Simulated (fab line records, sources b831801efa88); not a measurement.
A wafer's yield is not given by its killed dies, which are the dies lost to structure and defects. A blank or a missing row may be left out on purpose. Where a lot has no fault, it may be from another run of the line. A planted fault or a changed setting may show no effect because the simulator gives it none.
Which of the tools did it? :: flow gf180mcu :: 72 wafers from 24 lots sampled at 6 of the route's 602 steps

WHAT EACH GAUGE READ, for each wafer
GF_TOP_METAL_THK_MEAS_06: measures by xrf.
lot: L074
measured: day 27 12:17
on: film metro-02
TOP_METAL_ALCU_THK (nm): 903 905 896

lot: L075
measured: day 27 15:10
on: film metro-02
TOP_METAL_ALCU_THK (nm): 891 907 890

lot: L076
measured: day 27 22:31
on: film metro-04
TOP_METAL_ALCU_THK (nm): 900 883 897

lot: L077
measured: day 28 03:47
on: film metro-03
TOP_METAL_ALCU_THK (nm): 877 880 888

lot: L078
measured: day 28 13:34
on: film metro-04
TOP_METAL_ALCU_THK (nm): 893 889 886

lot: L079
measured: day 28 20:53
on: film metro-03
TOP_METAL_ALCU_THK (nm): 878 887 882

lot: L080
measured: day 29 05:07
on: film metro-03
TOP_METAL_ALCU_THK (nm): 891 890 900

lot: L081
measured: day 29 15:05
on: film metro-03
TOP_METAL_ALCU_THK (nm): 891 895 899

lot: L082
measured: day 29 19:38
on: film metro-03
TOP_METAL_ALCU_THK (nm): 890 897 889

lot: L083
measured: day 30 03:23
on: film metro-04
TOP_METAL_ALCU_THK (nm): 887 889 890

lot: L084
measured: day 30 12:23
on: film metro-03
TOP_METAL_ALCU_THK (nm): 880 889 893

lot: L085
measured: day 30 14:53
on: film metro-02
TOP_METAL_ALCU_THK (nm): 909 909 905

lot: L086
measured: day 31 04:19
on: film metro-02
TOP_METAL_ALCU_THK (nm): 897 903 907

lot: L087
measured: day 31 05:22
on: film metro-03
TOP_METAL_ALCU_THK (nm): 879 882 876

lot: L088
measured: day 32 01:34
on: film metro-03
TOP_METAL_ALCU_THK (nm): 902 892 895

lot: L090
measured: day 32 06:50
on: film metro-03
TOP_METAL_ALCU_THK (nm): 895 894 894

lot: L089
measured: day 32 09:35
on: film metro-02
TOP_METAL_ALCU_THK (nm): 895 890 887

lot: L091
measured: day 32 09:53
on: film metro-04
TOP_METAL_ALCU_THK (nm): 881 885 886

lot: L092
measured: day 32 11:01
on: film metro-04
TOP_METAL_ALCU_THK (nm): 883 886 878

lot: L093
measured: day 32 16:02
on: film metro-02
TOP_METAL_ALCU_THK (nm): 903 901 906

lot: L094
measured: day 33 06:35
on: film metro-04
TOP_METAL_ALCU_THK (nm): 894 889 888

lot: L095
measured: day 33 11:40
on: film metro-04
TOP_METAL_ALCU_THK (nm): 874 873 869

lot: L096
measured: day 33 18:02
on: film metro-03
TOP_METAL_ALCU_THK (nm): 911 915 904

lot: L097
measured: day 34 01:17
on: film metro-02
TOP_METAL_ALCU_THK (nm): 882 897 888

WHAT TOOL EACH LOT RAN ON (gives the tool, then ch and the chambers of the sampled wafers, and finally the start)
lot: L074
GF_V1_SPUTTER_22: pvd sputter-02, day 18 08:05
GF_M2_SPUTTER_01: pvd sputter-01, day 18 08:49
GF_M2_SPUTTER_02: pvd sputter-01, day 18 08:50
GF_V4_SPUTTER_22: pvd sputter-02, day 24 16:26
GF_V5_SPUTTER_21: pvd sputter-04, day 27 11:14

lot: L075
GF_V1_SPUTTER_22: pvd sputter-01, day 18 11:14
GF_M2_SPUTTER_01: pvd sputter-04, day 18 11:58
GF_M2_SPUTTER_02: pvd sputter-04, day 18 11:59
GF_V4_SPUTTER_22: pvd sputter-03, day 24 19:34
GF_V5_SPUTTER_21: pvd sputter-02, day 27 13:59

lot: L076
GF_V1_SPUTTER_22: pvd sputter-02, day 18 21:59
GF_M2_SPUTTER_01: pvd sputter-03, day 18 22:43
GF_M2_SPUTTER_02: pvd sputter-03, day 18 22:45
GF_V4_SPUTTER_22: pvd sputter-03, day 25 04:20
GF_V5_SPUTTER_21: pvd sputter-02, day 27 21:29

lot: L077
GF_V1_SPUTTER_22: pvd sputter-04, day 19 05:59
GF_M2_SPUTTER_01: pvd sputter-01, day 19 06:43
GF_M2_SPUTTER_02: pvd sputter-01, day 19 06:44
GF_V4_SPUTTER_22: pvd sputter-03, day 25 09:17
GF_V5_SPUTTER_21: pvd sputter-04, day 28 02:44

lot: L078
GF_V1_SPUTTER_22: pvd sputter-02, day 19 14:04
GF_M2_SPUTTER_01: pvd sputter-04, day 19 14:48
GF_M2_SPUTTER_02: pvd sputter-04, day 19 14:50
GF_V4_SPUTTER_22: pvd sputter-02, day 25 21:02
GF_V5_SPUTTER_21: pvd sputter-02, day 28 12:32

lot: L079
GF_V1_SPUTTER_22: pvd sputter-01, day 20 00:23
GF_M2_SPUTTER_01: pvd sputter-04, day 20 01:08
GF_M2_SPUTTER_02: pvd sputter-04, day 20 01:10
GF_V4_SPUTTER_22: pvd sputter-01, day 26 04:20
GF_V5_SPUTTER_21: pvd sputter-02, day 28 19:51

lot: L080
GF_V1_SPUTTER_22: pvd sputter-02, day 20 10:37
GF_M2_SPUTTER_01: pvd sputter-04, day 20 11:20
GF_M2_SPUTTER_02: pvd sputter-04, day 20 11:22
GF_V4_SPUTTER_22: pvd sputter-02, day 26 13:08
GF_V5_SPUTTER_21: pvd sputter-01, day 29 04:05

lot: L081
GF_V1_SPUTTER_22: pvd sputter-01, day 20 23:29
GF_M2_SPUTTER_01: pvd sputter-04, day 21 00:13
GF_M2_SPUTTER_02: pvd sputter-04, day 21 00:15
GF_V4_SPUTTER_22: pvd sputter-03, day 26 23:35
GF_V5_SPUTTER_21: pvd sputter-04, day 29 14:02

lot: L082
GF_V1_SPUTTER_22: pvd sputter-02, day 21 07:23
GF_M2_SPUTTER_01: pvd sputter-03, day 21 08:14
GF_M2_SPUTTER_02: pvd sputter-03, day 21 08:16
GF_V4_SPUTTER_22: pvd sputter-01, day 27 05:20
GF_V5_SPUTTER_21: pvd sputter-01, day 29 18:35

lot: L083
GF_V1_SPUTTER_22: pvd sputter-01, day 21 16:38
GF_M2_SPUTTER_01: pvd sputter-04, day 21 17:29
GF_M2_SPUTTER_02: pvd sputter-04, day 21 17:31
GF_V4_SPUTTER_22: pvd sputter-01, day 27 13:53
GF_V5_SPUTTER_21: pvd sputter-01, day 30 02:20

lot: L084
GF_V1_SPUTTER_22: pvd sputter-01, day 22 02:23
GF_M2_SPUTTER_01: pvd sputter-03, day 22 03:07
GF_M2_SPUTTER_02: pvd sputter-03, day 22 03:09
GF_V4_SPUTTER_22: pvd sputter-03, day 27 22:17
GF_V5_SPUTTER_21: pvd sputter-01, day 30 11:21

lot: L085
GF_V1_SPUTTER_22: pvd sputter-01, day 22 06:31
GF_M2_SPUTTER_01: pvd sputter-03, day 22 07:16
GF_M2_SPUTTER_02: pvd sputter-03, day 22 07:17
GF_V4_SPUTTER_22: pvd sputter-02, day 28 02:08
GF_V5_SPUTTER_21: pvd sputter-02, day 30 13:43

lot: L086
GF_V1_SPUTTER_22: pvd sputter-01, day 22 20:17
GF_M2_SPUTTER_01: pvd sputter-01, day 22 21:01
GF_M2_SPUTTER_02: pvd sputter-01, day 22 21:02
GF_V4_SPUTTER_22: pvd sputter-01, day 28 15:37
GF_V5_SPUTTER_21: pvd sputter-01, day 31 03:17

lot: L087
GF_V1_SPUTTER_22: pvd sputter-02, day 22 22:08
GF_M2_SPUTTER_01: pvd sputter-04, day 22 22:52
GF_M2_SPUTTER_02: pvd sputter-04, day 22 22:54
GF_V4_SPUTTER_22: pvd sputter-03, day 28 15:58
GF_V5_SPUTTER_21: pvd sputter-01, day 31 04:19

lot: L088
GF_V1_SPUTTER_22: pvd sputter-01, day 24 01:11
GF_M2_SPUTTER_01: pvd sputter-03, day 24 01:55
GF_M2_SPUTTER_02: pvd sputter-03, day 24 01:56
GF_V4_SPUTTER_22: pvd sputter-03, day 29 15:10
GF_V5_SPUTTER_21: pvd sputter-01, day 32 00:17

lot: L090
GF_V1_SPUTTER_22: pvd sputter-04, day 24 11:41
GF_M2_SPUTTER_01: pvd sputter-01, day 24 12:25
GF_M2_SPUTTER_02: pvd sputter-01, day 24 12:27
GF_V4_SPUTTER_22: pvd sputter-03, day 29 21:19
GF_V5_SPUTTER_21: pvd sputter-04, day 32 05:43

lot: L089
GF_V1_SPUTTER_22: pvd sputter-04, day 24 12:23
GF_M2_SPUTTER_01: pvd sputter-04, day 24 13:09
GF_M2_SPUTTER_02: pvd sputter-04, day 24 13:11
GF_V4_SPUTTER_22: pvd sputter-03, day 29 23:05
GF_V5_SPUTTER_21: pvd sputter-01, day 32 08:27

lot: L091
GF_V1_SPUTTER_22: pvd sputter-02, day 24 14:11
GF_M2_SPUTTER_01: pvd sputter-03, day 24 14:55
GF_M2_SPUTTER_02: pvd sputter-03, day 24 14:56
GF_V4_SPUTTER_22: pvd sputter-01, day 30 00:27
GF_V5_SPUTTER_21: pvd sputter-02, day 32 08:50

lot: L092
GF_V1_SPUTTER_22: pvd sputter-01, day 24 17:05
GF_M2_SPUTTER_01: pvd sputter-01, day 24 17:49
GF_M2_SPUTTER_02: pvd sputter-01, day 24 17:51
GF_V4_SPUTTER_22: pvd sputter-03, day 30 02:35
GF_V5_SPUTTER_21: pvd sputter-04, day 32 09:59

lot: L093
GF_V1_SPUTTER_22: pvd sputter-04, day 24 21:10
GF_M2_SPUTTER_01: pvd sputter-01, day 25 00:18
GF_M2_SPUTTER_02: pvd sputter-01, day 25 00:20
GF_V4_SPUTTER_22: pvd sputter-01, day 30 07:26
GF_V5_SPUTTER_21: pvd sputter-01, day 32 14:59

lot: L094
GF_V1_SPUTTER_22: pvd sputter-04, day 25 16:59
GF_M2_SPUTTER_01: pvd sputter-01, day 25 17:43
GF_M2_SPUTTER_02: pvd sputter-01, day 25 17:44
GF_V4_SPUTTER_22: pvd sputter-02, day 30 23:04
GF_V5_SPUTTER_21: pvd sputter-01, day 33 05:33

lot: L095
GF_V1_SPUTTER_22: pvd sputter-04, day 25 22:56
GF_M2_SPUTTER_01: pvd sputter-03, day 25 23:53
GF_M2_SPUTTER_02: pvd sputter-03, day 25 23:55
GF_V4_SPUTTER_22: pvd sputter-02, day 31 05:16
GF_V5_SPUTTER_21: pvd sputter-01, day 33 10:38

lot: L096
GF_V1_SPUTTER_22: pvd sputter-01, day 26 07:55
GF_M2_SPUTTER_01: pvd sputter-03, day 26 08:40
GF_M2_SPUTTER_02: pvd sputter-03, day 26 08:41
GF_V4_SPUTTER_22: pvd sputter-03, day 31 11:31
GF_V5_SPUTTER_21: pvd sputter-04, day 33 16:59

lot: L097
GF_V1_SPUTTER_22: pvd sputter-02, day 26 16:13
GF_M2_SPUTTER_01: pvd sputter-03, day 26 16:58
GF_M2_SPUTTER_02: pvd sputter-03, day 26 16:59
GF_V4_SPUTTER_22: pvd sputter-03, day 31 19:28
GF_V5_SPUTTER_21: pvd sputter-01, day 34 00:14
- GF_V1_SPUTTER_22: material TiN, target thk 10 nm, time 40 s.
- GF_M2_SPUTTER_01: material TiN, target thk 30 nm, time 25 s.
- GF_M2_SPUTTER_02: material AlCu, target thk 450 nm, time 23.9 s.
- GF_V4_SPUTTER_22: material TiN, target thk 10 nm, time 40 s.
- GF_V5_SPUTTER_21: material Ti, target thk 15 nm, time 80.02 s.

AS READ BY THE TOOLS THEMSELVES (means over the sampled wafers that have a number; for cases with no such wafer, the mark the record gives instead)
GF_V1_SPUTTER_22.
lot: L074
tool: pvd sputter-02
cathode dc power W (W): 4000.2
chamber pressure pa (Pa): 4.992
throttle valve pct (%): 30.3

lot: L075
tool: pvd sputter-01
cathode dc power W (W): 3999.6
chamber pressure pa (Pa): 5.001
throttle valve pct (%): 31.1

lot: L076
tool: pvd sputter-02
cathode dc power W (W): 4000.4
chamber pressure pa (Pa): 5.011
throttle valve pct (%): 30.8

lot: L077
tool: pvd sputter-04
cathode dc power W (W): 3999.7
chamber pressure pa (Pa): 4.994
throttle valve pct (%): 30.6

lot: L078
tool: pvd sputter-02
cathode dc power W (W): 4000.2
chamber pressure pa (Pa): 5.011
throttle valve pct (%): 30.6

lot: L079
tool: pvd sputter-01
cathode dc power W (W): 3999.7
chamber pressure pa (Pa): 5.010
throttle valve pct (%): 30.1

lot: L080
tool: pvd sputter-02
cathode dc power W (W): 4000.9
chamber pressure pa (Pa): 4.995
throttle valve pct (%): 30.5

lot: L081
tool: pvd sputter-01
cathode dc power W (W): 3999.5
chamber pressure pa (Pa): 5.006
throttle valve pct (%): 32.0

lot: L082
tool: pvd sputter-02
cathode dc power W (W): 3999.8
chamber pressure pa (Pa): 4.997
throttle valve pct (%): 30.6

lot: L083
tool: pvd sputter-01
cathode dc power W (W): 4000.3
chamber pressure pa (Pa): 4.999
throttle valve pct (%): 31.4

lot: L084
tool: pvd sputter-01
cathode dc power W (W): 4001.0
chamber pressure pa (Pa): 5.009
throttle valve pct (%): 31.1

lot: L085
tool: pvd sputter-01
cathode dc power W (W): 4000.3
chamber pressure pa (Pa): 5.002
throttle valve pct (%): 30.3

lot: L086
tool: pvd sputter-01
cathode dc power W (W): 4000.0
chamber pressure pa (Pa): 4.992
throttle valve pct (%): 31.6

lot: L087
tool: pvd sputter-02
cathode dc power W (W): 4000.3
chamber pressure pa (Pa): 4.997
throttle valve pct (%): 30.7

lot: L088
tool: pvd sputter-01
cathode dc power W (W): 3999.9
chamber pressure pa (Pa): 5.002
throttle valve pct (%): 31.1

lot: L090
tool: pvd sputter-04
cathode dc power W (W): 4000.1
chamber pressure pa (Pa): 5.001
throttle valve pct (%): 30.2

lot: L089
tool: pvd sputter-04
cathode dc power W (W): 4000.2
chamber pressure pa (Pa): 5.010
throttle valve pct (%): 30.3

lot: L091
tool: pvd sputter-02
cathode dc power W (W): 4000.6
chamber pressure pa (Pa): 5.001
throttle valve pct (%): 30.5

lot: L092
tool: pvd sputter-01
cathode dc power W (W): 4000.0
chamber pressure pa (Pa): 4.993
throttle valve pct (%): 31.6

lot: L093
tool: pvd sputter-04
cathode dc power W (W): 4000.6
chamber pressure pa (Pa): 4.999
throttle valve pct (%): 31.0

lot: L094
tool: pvd sputter-04
cathode dc power W (W): 4000.5
chamber pressure pa (Pa): 5.002
throttle valve pct (%): 31.1

lot: L095
tool: pvd sputter-04
cathode dc power W (W): 4000.3
chamber pressure pa (Pa): 4.994
throttle valve pct (%): 31.2

lot: L096
tool: pvd sputter-01
cathode dc power W (W): 4000.3
chamber pressure pa (Pa): 5.002
throttle valve pct (%): 31.6

lot: L097
tool: pvd sputter-02
cathode dc power W (W): 3999.8
chamber pressure pa (Pa): 5.002
throttle valve pct (%): 30.3

GF_M2_SPUTTER_01.
lot: L074
tool: pvd sputter-01
cathode dc power W (W): 6499.6
chamber pressure pa (Pa): 0.3998
throttle valve pct (%): 31.1

lot: L075
tool: pvd sputter-04
cathode dc power W (W): 6499.4
chamber pressure pa (Pa): 0.4004
throttle valve pct (%): 30.8

lot: L076
tool: pvd sputter-03
cathode dc power W (W): 6500.7
chamber pressure pa (Pa): 0.4000
throttle valve pct (%): 29.9

lot: L077
tool: pvd sputter-01
cathode dc power W (W): 6500.8
chamber pressure pa (Pa): 0.3999
throttle valve pct (%): 31.0

lot: L078
tool: pvd sputter-04
cathode dc power W (W): 6499.5
chamber pressure pa (Pa): 0.4001
throttle valve pct (%): 30.5

lot: L079
tool: pvd sputter-04
cathode dc power W (W): 6499.3
chamber pressure pa (Pa): 0.3996
throttle valve pct (%): 31.0

lot: L080
tool: pvd sputter-04
cathode dc power W (W): 6500.5
chamber pressure pa (Pa): 0.3998
throttle valve pct (%): 31.2

lot: L081
tool: pvd sputter-04
cathode dc power W (W): 6499.7
chamber pressure pa (Pa): 0.3991
throttle valve pct (%): 31.2

lot: L082
tool: pvd sputter-03
cathode dc power W (W): 6501.1
chamber pressure pa (Pa): 0.3993
throttle valve pct (%): 29.7

lot: L083
tool: pvd sputter-04
cathode dc power W (W): 6499.0
chamber pressure pa (Pa): 0.3999
throttle valve pct (%): 31.0

lot: L084
tool: pvd sputter-03
cathode dc power W (W): 6500.6
chamber pressure pa (Pa): 0.3991
throttle valve pct (%): 29.9

lot: L085
tool: pvd sputter-03
cathode dc power W (W): 6500.1
chamber pressure pa (Pa): 0.4009
throttle valve pct (%): 30.0

lot: L086
tool: pvd sputter-01
cathode dc power W (W): 6500.0
chamber pressure pa (Pa): 0.3999
throttle valve pct (%): 31.9

lot: L087
tool: pvd sputter-04
cathode dc power W (W): 6501.6
chamber pressure pa (Pa): 0.4014
throttle valve pct (%): 30.7

lot: L088
tool: pvd sputter-03
cathode dc power W (W): 6499.6
chamber pressure pa (Pa): 0.4003
throttle valve pct (%): 30.1

lot: L090
tool: pvd sputter-01
cathode dc power W (W): 6499.5
chamber pressure pa (Pa): 0.4003
throttle valve pct (%): 32.4

lot: L089
tool: pvd sputter-04
cathode dc power W (W): 6499.4
chamber pressure pa (Pa): 0.3996
throttle valve pct (%): 30.6

lot: L091
tool: pvd sputter-03
cathode dc power W (W): 6499.4
chamber pressure pa (Pa): 0.4006
throttle valve pct (%): 30.0

lot: L092
tool: pvd sputter-01
cathode dc power W (W): 6500.1
chamber pressure pa (Pa): 0.4003
throttle valve pct (%): 30.7

lot: L093
tool: pvd sputter-01
cathode dc power W (W): 6499.6
chamber pressure pa (Pa): 0.3996
throttle valve pct (%): 30.9

lot: L094
tool: pvd sputter-01
cathode dc power W (W): 6499.1
chamber pressure pa (Pa): 0.4001
throttle valve pct (%): 32.2

lot: L095
tool: pvd sputter-03
cathode dc power W (W): 6499.1
chamber pressure pa (Pa): 0.4002
throttle valve pct (%): 30.0

lot: L096
tool: pvd sputter-03
cathode dc power W (W): 6500.7
chamber pressure pa (Pa): 0.4000
throttle valve pct (%): 30.1

lot: L097
tool: pvd sputter-03
cathode dc power W (W): 6499.6
chamber pressure pa (Pa): 0.3998
throttle valve pct (%): 30.2

GF_M2_SPUTTER_02.
lot: L074
tool: pvd sputter-01
cathode dc power W (W): 10601
chamber pressure pa (Pa): 0.3992
throttle valve pct (%): 31.1

lot: L075
tool: pvd sputter-04
cathode dc power W (W): 10600
chamber pressure pa (Pa): 0.4001
throttle valve pct (%): 30.6

lot: L076
tool: pvd sputter-03
cathode dc power W (W): 10601
chamber pressure pa (Pa): 0.3998
throttle valve pct (%): 29.8

lot: L077
tool: pvd sputter-01
cathode dc power W (W): 10600
chamber pressure pa (Pa): 0.3999
throttle valve pct (%): 31.1

lot: L078
tool: pvd sputter-04
cathode dc power W (W): 10599
chamber pressure pa (Pa): 0.3997
throttle valve pct (%): 30.6

lot: L079
tool: pvd sputter-04
cathode dc power W (W): 10602
chamber pressure pa (Pa): 0.4007
throttle valve pct (%): 31.0

lot: L080
tool: pvd sputter-04
cathode dc power W (W): 10599
chamber pressure pa (Pa): 0.4008
throttle valve pct (%): 31.1

lot: L081
tool: pvd sputter-04
cathode dc power W (W): 10599
chamber pressure pa (Pa): 0.4009
throttle valve pct (%): 31.1

lot: L082
tool: pvd sputter-03
cathode dc power W (W): 10601
chamber pressure pa (Pa): 0.3996
throttle valve pct (%): 29.7

lot: L083
tool: pvd sputter-04
cathode dc power W (W): 10601
chamber pressure pa (Pa): 0.4003
throttle valve pct (%): 31.0

lot: L084
tool: pvd sputter-03
cathode dc power W (W): 10600
chamber pressure pa (Pa): 0.4002
throttle valve pct (%): 30.1

lot: L085
tool: pvd sputter-03
cathode dc power W (W): 10600
chamber pressure pa (Pa): 0.3994
throttle valve pct (%): 29.9

lot: L086
tool: pvd sputter-01
cathode dc power W (W): 10602
chamber pressure pa (Pa): 0.4002
throttle valve pct (%): 31.9

lot: L087
tool: pvd sputter-04
cathode dc power W (W): 10599
chamber pressure pa (Pa): 0.4005
throttle valve pct (%): 30.7

lot: L088
tool: pvd sputter-03
cathode dc power W (W): 10600
chamber pressure pa (Pa): 0.4005
throttle valve pct (%): 30.0

lot: L090
tool: pvd sputter-01
cathode dc power W (W): 10600
chamber pressure pa (Pa): 0.3999
throttle valve pct (%): 32.7

lot: L089
tool: pvd sputter-04
cathode dc power W (W): 10598
chamber pressure pa (Pa): 0.4008
throttle valve pct (%): 30.5

lot: L091
tool: pvd sputter-03
cathode dc power W (W): 10601
chamber pressure pa (Pa): 0.4006
throttle valve pct (%): 29.9

lot: L092
tool: pvd sputter-01
cathode dc power W (W): 10601
chamber pressure pa (Pa): 0.3998
throttle valve pct (%): 30.5

lot: L093
tool: pvd sputter-01
cathode dc power W (W): 10599
chamber pressure pa (Pa): 0.4009
throttle valve pct (%): 30.7

lot: L094
tool: pvd sputter-01
cathode dc power W (W): 10599
chamber pressure pa (Pa): 0.3996
throttle valve pct (%): 32.2

lot: L095
tool: pvd sputter-03
cathode dc power W (W): 10602
chamber pressure pa (Pa): 0.4000
throttle valve pct (%): 30.0

lot: L096
tool: pvd sputter-03
cathode dc power W (W): 10598
chamber pressure pa (Pa): 0.3998
throttle valve pct (%): 30.1

lot: L097
tool: pvd sputter-03
cathode dc power W (W): 10600
chamber pressure pa (Pa): 0.4006
throttle valve pct (%): 30.3

GF_V4_SPUTTER_22.
lot: L074
tool: pvd sputter-02
cathode dc power W (W): 4000.3
chamber pressure pa (Pa): 4.995
throttle valve pct (%): 30.4

lot: L075
tool: pvd sputter-03
cathode dc power W (W): 4000.7
chamber pressure pa (Pa): 4.991
throttle valve pct (%): 30.4

lot: L076
tool: pvd sputter-03
cathode dc power W (W): 4000.2
chamber pressure pa (Pa): 5.001
throttle valve pct (%): 30.1

lot: L077
tool: pvd sputter-03
cathode dc power W (W): 3999.8
chamber pressure pa (Pa): 4.998
throttle valve pct (%): 29.9

lot: L078
tool: pvd sputter-02
cathode dc power W (W): 4001.0
chamber pressure pa (Pa): 5.010
throttle valve pct (%): 30.5

lot: L079
tool: pvd sputter-01
cathode dc power W (W): 3999.4
chamber pressure pa (Pa): 5.000
throttle valve pct (%): 31.6

lot: L080
tool: pvd sputter-02
cathode dc power W (W): 4000.2
chamber pressure pa (Pa): 5.002
throttle valve pct (%): 30.5

lot: L081
tool: pvd sputter-03
cathode dc power W (W): 3999.7
chamber pressure pa (Pa): 4.997
throttle valve pct (%): 30.1

lot: L082
tool: pvd sputter-01
cathode dc power W (W): 3999.9
chamber pressure pa (Pa): 4.999
throttle valve pct (%): 30.4

lot: L083
tool: pvd sputter-01
cathode dc power W (W): 3999.9
chamber pressure pa (Pa): 4.998
throttle valve pct (%): 31.1

lot: L084
tool: pvd sputter-03
cathode dc power W (W): 3999.9
chamber pressure pa (Pa): 4.997
throttle valve pct (%): 30.4

lot: L085
tool: pvd sputter-02
cathode dc power W (W): 3999.6
chamber pressure pa (Pa): 4.994
throttle valve pct (%): 30.8

lot: L086
tool: pvd sputter-01
cathode dc power W (W): 3999.9
chamber pressure pa (Pa): 4.997
throttle valve pct (%): 30.6

lot: L087
tool: pvd sputter-03
cathode dc power W (W): 4000.3
chamber pressure pa (Pa): 5.003
throttle valve pct (%): 29.6

lot: L088
tool: pvd sputter-03
cathode dc power W (W): 4000.7
chamber pressure pa (Pa): 5.006
throttle valve pct (%): 30.1

lot: L090
tool: pvd sputter-03
cathode dc power W (W): 4000.1
chamber pressure pa (Pa): 5.010
throttle valve pct (%): 29.8

lot: L089
tool: pvd sputter-03
cathode dc power W (W): 4000.0
chamber pressure pa (Pa): 5.013
throttle valve pct (%): 29.9

lot: L091
tool: pvd sputter-01
cathode dc power W (W): 4000.2
chamber pressure pa (Pa): 4.978
throttle valve pct (%): 31.7

lot: L092
tool: pvd sputter-03
cathode dc power W (W): 4000.0
chamber pressure pa (Pa): 5.009
throttle valve pct (%): 30.3

lot: L093
tool: pvd sputter-01
cathode dc power W (W): 3999.7
chamber pressure pa (Pa): 5.003
throttle valve pct (%): 31.1

lot: L094
tool: pvd sputter-02
cathode dc power W (W): 3999.9
chamber pressure pa (Pa): 5.017
throttle valve pct (%): 30.6

lot: L095
tool: pvd sputter-02
cathode dc power W (W): 3999.6
chamber pressure pa (Pa): 5.009
throttle valve pct (%): 30.2

lot: L096
tool: pvd sputter-03
cathode dc power W (W): 3999.8
chamber pressure pa (Pa): 5.003
throttle valve pct (%): 30.3

lot: L097
tool: pvd sputter-03
cathode dc power W (W): 4000.9
chamber pressure pa (Pa): 5.001
throttle valve pct (%): 29.9

GF_V5_SPUTTER_21.
lot: L074
tool: pvd sputter-04
cathode dc power W (W): 2500.2
chamber pressure pa (Pa): 5.001
throttle valve pct (%): 30.7

lot: L075
tool: pvd sputter-02
cathode dc power W (W): 2499.8
chamber pressure pa (Pa): 5.011
throttle valve pct (%): 31.0

lot: L076
tool: pvd sputter-02
cathode dc power W (W): 2499.9
chamber pressure pa (Pa): 4.999
throttle valve pct (%): 30.7

lot: L077
tool: pvd sputter-04
cathode dc power W (W): 2500.1
chamber pressure pa (Pa): 4.995
throttle valve pct (%): 30.6

lot: L078
tool: pvd sputter-02
cathode dc power W (W): 2500.0
chamber pressure pa (Pa): 4.996
throttle valve pct (%): 30.5

lot: L079
tool: pvd sputter-02
cathode dc power W (W): 2499.9
chamber pressure pa (Pa): 4.997
throttle valve pct (%): 30.5

lot: L080
tool: pvd sputter-01
cathode dc power W (W): 2499.5
chamber pressure pa (Pa): 4.995
throttle valve pct (%): 30.6

lot: L081
tool: pvd sputter-04
cathode dc power W (W): 2499.8
chamber pressure pa (Pa): 5.006
throttle valve pct (%): 31.0

lot: L082
tool: pvd sputter-01
cathode dc power W (W): 2500.3
chamber pressure pa (Pa): 5.005
throttle valve pct (%): 32.2

lot: L083
tool: pvd sputter-01
cathode dc power W (W): 2499.9
chamber pressure pa (Pa): 5.006
throttle valve pct (%): 30.5

lot: L084
tool: pvd sputter-01
cathode dc power W (W): 2499.8
chamber pressure pa (Pa): 5.001
throttle valve pct (%): 31.4

lot: L085
tool: pvd sputter-02
cathode dc power W (W): 2500.4
chamber pressure pa (Pa): 5.007
throttle valve pct (%): 30.7

lot: L086
tool: pvd sputter-01
cathode dc power W (W): 2500.2
chamber pressure pa (Pa): 4.995
throttle valve pct (%): 31.4

lot: L087
tool: pvd sputter-01
cathode dc power W (W): 2499.9
chamber pressure pa (Pa): 4.995
throttle valve pct (%): 32.5

lot: L088
tool: pvd sputter-01
cathode dc power W (W): 2500.3
chamber pressure pa (Pa): 5.008
throttle valve pct (%): 32.3

lot: L090
tool: pvd sputter-04
cathode dc power W (W): 2500.3
chamber pressure pa (Pa): 5.003
throttle valve pct (%): 30.3

lot: L089
tool: pvd sputter-01
cathode dc power W (W): 2499.7
chamber pressure pa (Pa): 4.996
throttle valve pct (%): 31.4

lot: L091
tool: pvd sputter-02
cathode dc power W (W): 2499.9
chamber pressure pa (Pa): 5.013
throttle valve pct (%): 30.4

lot: L092
tool: pvd sputter-04
cathode dc power W (W): 2500.4
chamber pressure pa (Pa): 4.998
throttle valve pct (%): 31.2

lot: L093
tool: pvd sputter-01
cathode dc power W (W): 2499.9
chamber pressure pa (Pa): 4.999
throttle valve pct (%): 31.8

lot: L094
tool: pvd sputter-01
cathode dc power W (W): 2499.8
chamber pressure pa (Pa): 4.983
throttle valve pct (%): 31.3

lot: L095
tool: pvd sputter-01
cathode dc power W (W): 2500.0
chamber pressure pa (Pa): 5.008
throttle valve pct (%): 31.2

lot: L096
tool: pvd sputter-04
cathode dc power W (W): 2500.0
chamber pressure pa (Pa): 5.000
throttle valve pct (%): 30.0

lot: L097
tool: pvd sputter-01
cathode dc power W (W): 2500.1
chamber pressure pa (Pa): 5.006
throttle valve pct (%): 30.4

THE ANSWER, worked out from the rows above alone
Rule: usual is defined by the lots themselves. The widest of any qualifying gaps counts: lots, ordered by their means at a reading, are off when they make up no more than a third of the lots, leave a main group of 4 or more, and stand apart from it by 3 or more times the standard deviation of that group's means. The tables above print the reading to a certain number of digits; a main group whose means all agree to those digits is not used. Also off: a lot with no number at a reading for which 4 or more lots have one. The other lots that the step has rows for count as sound. After the gauges, taken in route order, come the tools' own readings; for these a lot's mean is taken, as printed above. The first step at which some lot is off is used, and at that step the reading that is off furthest; a lot without a number counts as furthest.
No lot is off on any of the readings shown, so nothing can be concluded from this.

WHAT THE SIMULATOR PUT IN
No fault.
